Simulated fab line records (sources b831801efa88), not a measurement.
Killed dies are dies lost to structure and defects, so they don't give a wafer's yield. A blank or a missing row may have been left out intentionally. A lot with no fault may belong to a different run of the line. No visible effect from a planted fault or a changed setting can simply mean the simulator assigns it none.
fab line records	flow gf180mcu	part 1 of 2: steps 1 to 30 of 39
record lots=5	wafers=15	last-day=32
route steps=602 shown V2@393 M3@409 V3@429
lots untouched by any fault: they come from a run of this same line in which no faults occurred
start-h: the number of hours between the record's first day and the start of the first shown wafer of the lot	wait-h: how many hours have passed since the lot's step before this one	" as in the row above	L1.1+2: a row that stands for several wafers	- value missing, or start not given	* or withheld: withheld	< > ~ a bound
route shown NAME@n: NAME is a module with steps in the file, n the number in the route of the first one	usual: the fault-free wafers' mean and standard deviation	same: alike in all rows	chamber/n: place in a boat	sites: per-site readings	_std_site: standard deviation of those values	_edge_site: mean of outer sites minus mean of inner sites	radius-mm: how far each site lies from the wafer's centre	mask NAME#n: copy n	behind: the tool/chamber that last shaped the wafer	hold: what put the lot on hold/how long, in hours/how the hold closed	device: names the non-switching transistor (n, p or np)	end of line: at the end of the route, the tests of the same wafers	a step with no rows: only its recipe	killed: not the wafer's yield, but the dies lost to structure and defects at the first sort	map: the dies of a wafer, with x for killed, . for not killed, _ for no die there
set.NAME: the run value of the setting; set.NAME@STEP: its run value at that earlier step	model.NAME: the simulator's own value behind a step, which no gauge read
lots at some steps of the route; a table a step, a row a wafer
services: when a tool's chamber went out of use (start-h, in hours from the record's first day, below 0 if earlier), for how many hours, and the reason
## steps
# step GF_V2_EXPOSE_11
# recipe mask-id=Via2	target-cd-nm=260	na=0.68	source-shape=conventional	sigma-outer=0.6	dose-mj=38
lot.wafer	tool	chamber	start-h	wait-h	mask
L075.1+2+3	krf-scanner-02	0	-	-	Via2#0
L077.2+3+5	krf-scanner-01	0	-	-	Via2#0
L082.2+5+6	krf-scanner-01	0	-	-	Via2#0
L083.1+2+5	krf-scanner-02	0	-	-	Via2#0
L086.1+5+6	krf-scanner-02	0	-	-	Via2#0
# step GF_V2_PEB_12
# recipe peb-temp-c=134.3	peb-time-s=90	resist=KrF
lot.wafer	tool	chamber	start-h	wait-h
L075.1+2+3	litho-track-02	0	-	-
L077.2+3+5	litho-track-01	0	-	-
L082.2+5+6	litho-track-01	0	-	-
L083.1+2+5	litho-track-01	0	-	-
L086.1+5+6	litho-track-02	0	-	-
# step GF_V2_DEVELOP_13
# recipe develop-time-s=60	resist=KrF	dev-temp-c=21
# same develop-time-s=60
lot.wafer	tool	chamber	start-h	wait-h
L075.1+2+3	litho-track-02	0	464.40	0.2
L077.2+3+5	litho-track-01	0	492.39	0.2
L082.2+5+6	litho-track-01	0	538.14	0.2
L083.1+2+5	litho-track-01	0	549.26	0.2
L086.1+5+6	litho-track-02	0	571.55	0.2
# step GF_V2_CD_MEAS_14
# recipe target-cd-nm=260
# usual cd-nm=260.0/1.2
lot.wafer	tool	chamber	start-h	wait-h	cd-nm
L075.1	cd-sem-02	-	464.63	0.2	261.5
L075.2	"	-	"	"	261.3
L075.3	"	-	"	"	260.4
L077.2	cd-sem-01	-	492.59	0.2	257.9
L077.3	"	-	"	"	258.1
L077.5	"	-	"	"	259.5
L082.2	cd-sem-02	-	538.28	0.1	262.5
L082.5	"	-	"	"	260.6
L082.6	"	-	"	"	261.2
L083.1	cd-sem-01	-	549.41	0.1	258.7
L083.2	"	-	"	"	259.9
L083.5	"	-	"	"	259.7
L086.1	cd-sem-02	-	571.70	0.1	259.9
L086.5	"	-	"	"	259.7
L086.6	"	-	"	"	259.7
# step GF_V2_OVL_MEAS_15
# usual V2_OVL=1/5.9
lot.wafer	tool	chamber	start-h	wait-h	V2_OVL[nm]
L075.1	overlay-01	-	464.75	0.1	-10
L075.2	"	-	"	"	-2
L075.3	"	-	"	"	-9
L077.2	overlay-02	-	492.70	0.1	4
L077.3	"	-	"	"	8
L077.5	"	-	"	"	-2
L082.2	overlay-01	-	538.39	0.1	11
L082.5	"	-	"	"	9
L082.6	"	-	"	"	4
L083.1	overlay-01	-	549.53	0.1	-1
L083.2	"	-	"	"	-5
L083.5	"	-	"	"	-2
L086.1	overlay-02	-	571.82	0.1	1
L086.5	"	-	"	"	9
L086.6	"	-	"	"	3
# step GF_V2_ETCH_16
# recipe chemistry=N2/H2	target-depth-a=withheld	overetch-a=withheld	time-s=withheld	target=BARC	ion-energy-ev=200	source-w=500	bias-w=100	pressure-mtorr=30	n2-flow-sccm=100	h2-flow-sccm=200
# usual drypump-motor-current-A=5.7/0.4	oes-product-au=0.855/0.005	throttle-valve-pct=13.225/0.0094
lot.wafer	tool	chamber	start-h	wait-h	drypump-motor-current-A	oes-product-au	throttle-valve-pct
L075.1	rie-diel-04	0	464.79	0.0	5.7	0.851	13.217
L075.2	"	2	"	"	6.4	0.850	13.205
L075.3	"	1	"	"	6.0	0.855	13.229
L077.2	rie-diel-02	2	492.73	0.0	6.3	0.859	13.212
L077.3	"	0	"	"	5.3	0.852	13.222
L077.5	"	3	"	"	5.5	0.843	13.206
L082.2	rie-diel-04	0	538.42	0.0	5.7	0.849	13.221
L082.5	"	2	"	"	6.3	0.859	13.222
L082.6	"	1	"	"	6.0	0.854	13.225
L083.1	rie-diel-04	3	549.57	0.0	5.7	0.848	13.246
L083.2	"	2	"	"	6.3	0.851	13.229
L083.5	"	3	"	"	5.7	0.852	13.228
L086.1	rie-diel-01	1	571.85	0.0	6.1	0.857	13.220
L086.5	"	2	"	"	5.6	0.849	13.247
L086.6	"	1	"	"	6.1	0.850	13.225
# step GF_V2_ETCH_17
# recipe chemistry=C4F8/O2/Ar	mask-material=KrF	target=SiO2	stop-on=TiN	source-w=1500	bias-w=1200	pressure-mtorr=40	c4f8-flow-sccm=withheld	O2_flow_sccm=6	Ar_flow_sccm=300	time-s=withheld	target-depth-a=6300
# usual oes-product-au=0.856/0.0049
lot.wafer	tool	chamber	start-h	wait-h	oes-product-au
L075.1	rie-diel-04	0	-	-	0.854
L075.2	"	2	"	"	0.857
L075.3	"	1	"	"	0.856
L077.2	rie-diel-02	2	-	-	0.848
L077.3	"	0	"	"	0.859
L077.5	"	3	"	"	0.862
L082.2	rie-diel-04	0	-	-	0.858
L082.5	"	2	"	"	0.858
L082.6	"	1	"	"	0.847
L083.1	rie-diel-04	3	-	-	0.842
L083.2	"	2	"	"	0.857
L083.5	"	3	"	"	0.853
L086.1	rie-diel-01	1	-	-	0.850
L086.5	"	2	"	"	0.856
L086.6	"	1	"	"	0.865
# step GF_V2_STRIP_18
# recipe chemistry=O2/N2	power-w=1400	pressure-mtorr=1500	platen-temp-c=250	o2-flow-sccm=3000	n2-flow-sccm=300	overash-fraction=0.5
# usual drypump-motor-current-A=5.8/0.39	heater-power-w=319/34	o2-flow-sccm=2999/9.3	oes-product-au=0.588/0.0048
lot.wafer	tool	chamber	start-h	wait-h	drypump-motor-current-A	heater-power-w	o2-flow-sccm	oes-product-au	rf-hours-counter-h
L075.1	plasma-asher-03	1	464.92	-	5.5	275	3001	0.592	4
L075.2	"	0	"	"	5.5	369	3005	0.592	4
L075.3	"	0	"	"	5.5	376	2993	0.585	-
L077.2	plasma-asher-04	1	492.85	-	5.4	329	2996	0.588	35
L077.3	"	0	"	"	6.4	311	3006	0.583	-
L077.5	"	1	"	"	5.4	313	3007	0.591	-
L082.2	plasma-asher-04	0	538.55	-	6.4	314	2996	0.585	40
L082.5	"	0	"	"	6.4	312	2992	0.588	-
L082.6	"	1	"	"	5.4	312	3007	0.595	-
L083.1	plasma-asher-03	1	549.70	-	5.4	277	3006	0.593	13
L083.2	"	0	"	"	5.5	373	3000	0.585	13
L083.5	"	0	"	"	5.5	378	2998	0.586	-
L086.1	plasma-asher-02	1	571.98	-	5.9	353	3001	0.591	96
L086.5	"	0	"	"	6.0	285	2987	0.583	-
L086.6	"	1	"	"	6.0	352	3001	0.588	-
# step GF_V2_STRIP_19
# recipe chemistry=post-etch-residue-remover	time-s=1200	temp-c=72.5
# usual bath-guard-temp-C=72.6/0.51
lot.wafer	tool	chamber	start-h	wait-h	bath-guard-temp-C
L075.1	wet-bench-01	0	465.02	0.1	73.0
L075.2	"	0	"	"	73.0
L075.3	"	0	"	"	73.1
L077.2	wet-bench-04	0	492.95	0.1	72.4
L077.3	"	0	"	"	72.4
L077.5	"	0	"	"	72.4
L082.2	wet-bench-01	3	538.65	0.1	72.0
L082.5	"	3	"	"	71.8
L082.6	"	3	"	"	71.7
L083.1	wet-bench-04	1	549.80	0.1	73.3
L083.2	"	1	"	"	73.4
L083.5	"	1	"	"	73.7
L086.1	wet-bench-04	0	572.08	0.1	72.7
L086.5	"	0	"	"	72.5
L086.6	"	0	"	"	72.0
# step GF_V2_CLEAN_20
# recipe chemistry=DIW	dry=n2-spin
lot.wafer	tool	chamber	start-h	wait-h
L075.1+2+3	wet-bench-04	0	465.36	0.0
L077.2+3+5	wet-bench-01	3	493.30	0.0
L082.2+5+6	wet-bench-04	2	538.99	0.0
L083.1+2+5	wet-bench-02	2	550.17	0.0
L086.1+5+6	wet-bench-01	2	572.46	0.0
# step GF_V2_SPUTTER_21
# recipe material=Ti	target-thk-nm=15	chamber-pressure-pa=5	power-w=2500	substrate-temp-c=200	time-s=80.02
# usual throttle-valve-pct=30.7/0.66
lot.wafer	tool	chamber	start-h	wait-h	throttle-valve-pct
L075.1	pvd-sputter-04	-	465.45	0.0	29.8
L075.2	"	-	"	"	31.2
L075.3	"	-	"	"	31.9
L077.2	pvd-sputter-03	-	493.39	0.0	30.1
L077.3	"	-	"	"	31.7
L077.5	"	-	"	"	31.6
L082.2	pvd-sputter-03	-	539.09	0.0	30.4
L082.5	"	-	"	"	30.0
L082.6	"	-	"	"	30.9
L083.1	pvd-sputter-04	-	550.26	0.0	31.8
L083.2	"	-	"	"	30.8
L083.5	"	-	"	"	31.6
L086.1	pvd-sputter-02	-	572.57	0.0	31.1
L086.5	"	-	"	"	30.3
L086.6	"	-	"	"	30.1
# step GF_V2_SPUTTER_22
# recipe material=TiN	target-thk-nm=10	chamber-pressure-pa=5	power-w=4000	time-s=40
# usual throttle-valve-pct=30.7/0.66
lot.wafer	tool	chamber	start-h	wait-h	throttle-valve-pct
L075.1	pvd-sputter-04	-	465.51	0.0	29.8
L075.2	"	-	"	"	31.2
L075.3	"	-	"	"	31.6
L077.2	pvd-sputter-03	-	493.45	0.0	30.2
L077.3	"	-	"	"	31.7
L077.5	"	-	"	"	31.8
L082.2	pvd-sputter-03	-	539.15	0.0	30.2
L082.5	"	-	"	"	30.2
L082.6	"	-	"	"	31.2
L083.1	pvd-sputter-04	-	550.32	0.0	31.6
L083.2	"	-	"	"	30.9
L083.5	"	-	"	"	31.7
L086.1	pvd-sputter-02	-	572.63	0.0	30.5
L086.5	"	-	"	"	30.5
L086.6	"	-	"	"	30.3
# step GF_V2_CVD_23
# recipe material=W	target-thk-nm=350	time-s=104.94	temp-c=400	pressure-torr=40
# usual heater-power-w=827/110
lot.wafer	tool	chamber	start-h	wait-h	heater-power-w
L075.1	cvd-w-01	0	465.55	0.0	990
L075.2	"	1	"	"	839
L075.3	"	0	"	"	983
L077.2	cvd-w-01	1	493.49	0.0	853
L077.3	"	0	"	"	998
L077.5	"	0	"	"	984
L082.2	cvd-w-02	1	539.19	0.0	845
L082.5	"	1	"	"	853
L082.6	"	0	"	"	688
L083.1	cvd-w-01	0	550.36	0.0	965
L083.2	"	1	"	"	866
L083.5	"	1	"	"	867
L086.1	cvd-w-02	1	572.67	0.0	864
L086.5	"	1	"	"	869
L086.6	"	0	"	"	668
# step GF_V2_RS_MEAS_24
# recipe thk-meas-gauge=four-point-probe	reads=W_of_V2_CVD_23+TiN_of_V2_SPUTTER_22+Ti_of_V2_SPUTTER_21
# usual V2_W_RS=0.328/0.0037
lot.wafer	tool	chamber	start-h	wait-h	V2_W_RS[ohm/sq]
L075.1	film-metro-03	-	465.66	0.1	0.323
L075.2	"	-	"	"	0.326
L075.3	"	-	"	"	0.322
L077.2	film-metro-02	-	493.66	0.1	0.331
L077.3	"	-	"	"	0.331
L077.5	"	-	"	"	0.329
L082.2	film-metro-03	-	539.32	0.1	0.326
L082.5	"	-	"	"	0.326
L082.6	"	-	"	"	0.329
L083.1	film-metro-02	-	550.47	0.1	0.325
L083.2	"	-	"	"	0.328
L083.5	"	-	"	"	0.328
L086.1	film-metro-02	-	572.78	0.1	0.326
L086.5	"	-	"	"	0.330
L086.6	"	-	"	"	0.329
# step GF_V2_THK_MEAS_25
# recipe thk-meas-gauge=xrf	reads=W_of_V2_CVD_23
# usual V2_W_THK=344/5.7
lot.wafer	tool	chamber	start-h	wait-h	V2_W_THK[nm]
L075.1	film-metro-03	-	465.78	0.1	354
L075.2	"	-	"	"	352
L075.3	"	-	"	"	354
L077.2	film-metro-02	-	493.77	0.1	337
L077.3	"	-	"	"	338
L077.5	"	-	"	"	338
L082.2	film-metro-03	-	539.43	0.1	350
L082.5	"	-	"	"	352
L082.6	"	-	"	"	349
L083.1	film-metro-02	-	550.59	0.1	340
L083.2	"	-	"	"	336
L083.5	"	-	"	"	335
L086.1	film-metro-02	-	572.90	0.1	346
L086.5	"	-	"	"	342
L086.6	"	-	"	"	343
# step GF_V2_CMP_26
# recipe stop-on=SiO2	down-force-psi=3.5	platen-rpm=60	t-overpolish-s=15	target-thk-nm=0	pad-velocity-m-s=0.94248
# usual motor-current-A=11.7/1.4	overpolish-run-s=15.002/0.0086	slurry-filter-dp-kPa=13.51/0.12	time-to-endpoint-s=83/3.7
lot.wafer	tool	chamber	start-h	wait-h	motor-current-A	overpolish-run-s	slurry-filter-dp-kPa	time-to-endpoint-s
L075.3	cmp-02	3	465.84	0.0	11.7	15.010	13.62	90
L075.1	"	1	"	"	11.3	15.007	13.46	81
L075.2	"	2	"	"	11.4	15.006	13.36	83
L077.2	cmp-02	2	493.82	0.0	11.3	15.001	13.59	80
L077.3	"	1	"	"	11.1	14.996	13.41	81
L077.5	"	2	"	"	11.2	15.003	13.45	83
L082.2	cmp-01	1	539.63	0.2	10.3	15.009	13.37	79
L082.5	"	2	"	"	13.8	15.011	13.30	87
L082.6	"	3	"	"	13.9	15.020	13.56	85
L083.1	cmp-02	0	550.65	0.1	11.7	14.999	13.47	84
L083.2	"	2	"	"	11.2	15.006	13.63	84
L083.5	"	1	"	"	10.7	15.008	13.38	80
L086.1	cmp-02	3	573.06	0.1	11.1	14.994	13.69	88
L086.5	"	1	"	"	10.9	15.005	13.41	78
L086.6	"	2	"	"	11.4	15.005	13.56	81
# step GF_M3_SPUTTER_00
# recipe material=Ti	target-thk-nm=37.5	arriving-ion-energy-ev=80	substrate-temp-c=200	chamber-pressure-pa=2	power-w=4000	time-s=150
# usual throttle-valve-pct=30.5/1
lot.wafer	tool	chamber	start-h	wait-h	throttle-valve-pct
L075.1	pvd-sputter-04	-	466.14	0.1	31.5
L075.2	"	-	"	"	30.0
L075.3	"	-	"	"	30.6
L077.2	pvd-sputter-03	-	494.12	0.2	30.3
L077.3	"	-	"	"	30.3
L077.5	"	-	"	"	31.8
L082.2	pvd-sputter-01	-	539.78	0.1	31.0
L082.5	"	-	"	"	31.5
L082.6	"	-	"	"	28.8
L083.1	pvd-sputter-01	-	550.95	0.2	31.1
L083.2	"	-	"	"	31.3
L083.5	"	-	"	"	28.7
L086.1	pvd-sputter-01	-	573.26	0.1	28.1
L086.5	"	-	"	"	28.6
L086.6	"	-	"	"	31.4
# step GF_M3_SPUTTER_01
# recipe material=TiN	target-thk-nm=30	power-w=6500	time-s=25	chamber-pressure-pa=0.4
# usual throttle-valve-pct=30.5/1
lot.wafer	tool	chamber	start-h	wait-h	throttle-valve-pct
L075.1	pvd-sputter-04	-	466.24	0.1	31.7
L075.2	"	-	"	"	29.9
L075.3	"	-	"	"	30.9
L077.2	pvd-sputter-03	-	494.22	0.1	30.5
L077.3	"	-	"	"	30.5
L077.5	"	-	"	"	31.6
L082.2	pvd-sputter-01	-	539.88	0.1	31.1
L082.5	"	-	"	"	31.0
L082.6	"	-	"	"	28.5
L083.1	pvd-sputter-01	-	551.05	0.1	30.8
L083.2	"	-	"	"	31.5
L083.5	"	-	"	"	28.9
L086.1	pvd-sputter-01	-	573.36	0.1	28.5
L086.5	"	-	"	"	28.5
L086.6	"	-	"	"	31.2
# step GF_M3_SPUTTER_02
# recipe material=AlCu	target-thk-nm=450	power-w=10600	time-s=23.9	chamber-pressure-pa=0.4
# usual throttle-valve-pct=30.5/0.99
lot.wafer	tool	chamber	start-h	wait-h	throttle-valve-pct
L075.1	pvd-sputter-04	-	466.27	0.0	31.5
L075.2	"	-	"	"	30.1
L075.3	"	-	"	"	30.4
L077.2	pvd-sputter-03	-	494.25	0.0	30.5
L077.3	"	-	"	"	30.4
L077.5	"	-	"	"	32.0
L082.2	pvd-sputter-01	-	539.91	0.0	31.3
L082.5	"	-	"	"	31.2
L082.6	"	-	"	"	28.6
L083.1	pvd-sputter-01	-	551.08	0.0	31.1
L083.2	"	-	"	"	31.4
L083.5	"	-	"	"	28.9
L086.1	pvd-sputter-01	-	573.39	0.0	28.5
L086.5	"	-	"	"	28.5
L086.6	"	-	"	"	31.3
# step GF_M3_SPUTTER_03
# recipe material=Ti	target-thk-nm=10	substrate-temp-c=300	chamber-pressure-pa=0.3	power-w=3000	time-s=6.7
# usual throttle-valve-pct=30.5/1
lot.wafer	tool	chamber	start-h	wait-h	throttle-valve-pct
L075.1	pvd-sputter-04	-	466.30	0.0	31.7
L075.2	"	-	"	"	30.0
L075.3	"	-	"	"	30.6
L077.2	pvd-sputter-03	-	494.28	0.0	30.3
L077.3	"	-	"	"	30.1
L077.5	"	-	"	"	31.6
L082.2	pvd-sputter-01	-	539.94	0.0	31.2
L082.5	"	-	"	"	31.3
L082.6	"	-	"	"	28.6
L083.1	pvd-sputter-01	-	551.11	0.0	31.2
L083.2	"	-	"	"	31.2
L083.5	"	-	"	"	28.6
L086.1	pvd-sputter-01	-	573.42	0.0	28.4
L086.5	"	-	"	"	28.6
L086.6	"	-	"	"	31.1
# step GF_M3_SPUTTER_04
# recipe material=TiN	target-thk-nm=50	power-w=6500	time-s=41.7	chamber-pressure-pa=0.4
# usual throttle-valve-pct=30.5/1
lot.wafer	tool	chamber	start-h	wait-h	throttle-valve-pct
L075.1	pvd-sputter-04	-	466.32	0.0	31.6
L075.2	"	-	"	"	29.9
L075.3	"	-	"	"	30.5
L077.2	pvd-sputter-03	-	494.30	0.0	30.6
L077.3	"	-	"	"	30.3
L077.5	"	-	"	"	31.5
L082.2	pvd-sputter-01	-	539.96	0.0	30.9
L082.5	"	-	"	"	31.2
L082.6	"	-	"	"	28.5
L083.1	pvd-sputter-01	-	551.13	0.0	31.0
L083.2	"	-	"	"	31.4
L083.5	"	-	"	"	28.3
L086.1	pvd-sputter-01	-	573.44	0.0	28.6
L086.5	"	-	"	"	28.5
L086.6	"	-	"	"	31.6
# step GF_M3_RS_MEAS_05
# recipe thk-meas-gauge=four-point-probe	reads=TiN_of_M3_SPUTTER_04+Ti_of_M3_SPUTTER_03+AlCu_of_M3_SPUTTER_02+TiN_of_M3_SPUTTER_01+Ti_of_M3_SPUTTER_00
# usual M3_ALCU_RS=0.0697/0.00086
lot.wafer	tool	chamber	start-h	wait-h	M3_ALCU_RS[ohm/sq]
L075.1	film-metro-04	-	466.36	0.0	0.0710
L075.2	"	-	"	"	0.0712
L075.3	"	-	"	"	0.0706
L077.2	film-metro-03	-	494.36	0.0	0.0694
L077.3	"	-	"	"	0.0686
L077.5	"	-	"	"	0.0687
L082.2	film-metro-01	-	540.02	0.0	0.0685
L082.5	"	-	"	"	0.0700
L082.6	"	-	"	"	0.0682
L083.1	film-metro-03	-	551.17	0.0	0.0681
L083.2	"	-	"	"	0.0690
L083.5	"	-	"	"	0.0687
L086.1	film-metro-01	-	573.48	0.0	0.0700
L086.5	"	-	"	"	0.0694
L086.6	"	-	"	"	0.0714
# step GF_M3_THK_MEAS_06
# recipe thk-meas-gauge=xrf	reads=AlCu_of_M3_SPUTTER_02
# usual M3_ALCU_THK=446/5.4
lot.wafer	tool	chamber	start-h	wait-h	M3_ALCU_THK[nm]
L075.1	film-metro-04	-	466.48	0.1	439
L075.2	"	-	"	"	437
L075.3	"	-	"	"	437
L077.2	film-metro-03	-	494.47	0.1	447
L077.3	"	-	"	"	454
L077.5	"	-	"	"	450
L082.2	film-metro-01	-	540.13	0.1	454
L082.5	"	-	"	"	446
L082.6	"	-	"	"	454
L083.1	film-metro-03	-	551.29	0.1	454
L083.2	"	-	"	"	447
L083.5	"	-	"	"	446
L086.1	film-metro-01	-	573.60	0.1	444
L086.5	"	-	"	"	447
L086.6	"	-	"	"	435
# step GF_M3_DEHYDRATE_07
# recipe temp-c=200	time-s=60
lot.wafer	tool	chamber	start-h	wait-h
L075.1+2+3	litho-track-04	0	478.29	11.8
L077.2+3+5	litho-track-03	0	506.04	11.6
L082.2+5+6	litho-track-03	0	550.64	10.5
L083.1+2+5	litho-track-01	0	561.76	10.5
L086.1+5+6	litho-track-03	0	583.77	10.2
# step GF_M3_HMDS_08
# recipe prime-time-s=60	prime-temp-c=120
lot.wafer	tool	chamber	start-h	wait-h
L075.1+2+3	litho-track-04	0	478.44	0.1
L077.2+3+5	litho-track-03	0	506.19	0.1
L082.2+5+6	litho-track-03	0	550.79	0.1
L083.1+2+5	litho-track-01	0	561.91	0.1
L086.1+5+6	litho-track-03	0	583.92	0.1
# step GF_M3_COAT_09
# recipe resist=KrF	spin-rpm=withheld	resist-thk-nm=1000
lot.wafer	tool	chamber	start-h	wait-h
L075.1+2+3	litho-track-04	0	478.59	0.1
L077.2+3+5	litho-track-03	0	506.34	0.1
L082.2+5+6	litho-track-03	0	550.94	0.1
L083.1+2+5	litho-track-01	0	562.06	0.1
L086.1+5+6	litho-track-03	0	584.07	0.1
# step GF_M3_SOFTBAKE_10
# recipe temp-c=130	time-s=60	resist=KrF
lot.wafer	tool	chamber	start-h	wait-h
L075.1+2+3	litho-track-04	0	478.74	0.1
L077.2+3+5	litho-track-03	0	506.49	0.1
L082.2+5+6	litho-track-03	0	551.09	0.1
L083.1+2+5	litho-track-01	0	562.21	0.1
L086.1+5+6	litho-track-03	0	584.22	0.1
# step GF_M3_EXPOSE_11
# recipe mask-id=Metal3	target-cd-nm=280	na=0.68	source-shape=conventional	sigma-outer=0.6	dose-mj=28
lot.wafer	tool	chamber	start-h	wait-h	mask
L075.1+2+3	krf-scanner-01	0	-	-	Metal3#0
L077.2+3+5	krf-scanner-01	0	-	-	Metal3#0
L082.2+5+6	krf-scanner-01	0	-	-	Metal3#0
L083.1+2+5	krf-scanner-02	0	-	-	Metal3#0
L086.1+5+6	krf-scanner-01	0	-	-	Metal3#0
# step GF_M3_PEB_12
# recipe peb-temp-c=135	peb-time-s=90	resist=KrF
lot.wafer	tool	chamber	start-h	wait-h
L075.1+2+3	litho-track-01	0	-	-
L077.2+3+5	litho-track-04	0	-	-
L082.2+5+6	litho-track-04	0	-	-
L083.1+2+5	litho-track-01	0	-	-
L086.1+5+6	litho-track-04	0	-	-
# step GF_M3_DEVELOP_13
# recipe develop-time-s=60	dev-temp-c=21
# same develop-time-s=60
lot.wafer	tool	chamber	start-h	wait-h
L075.1+2+3	litho-track-01	0	489.61	0.2
L077.2+3+5	litho-track-04	0	517.72	0.2
L082.2+5+6	litho-track-04	0	561.97	0.2
L083.1+2+5	litho-track-01	0	573.31	0.2
L086.1+5+6	litho-track-04	0	594.19	0.2
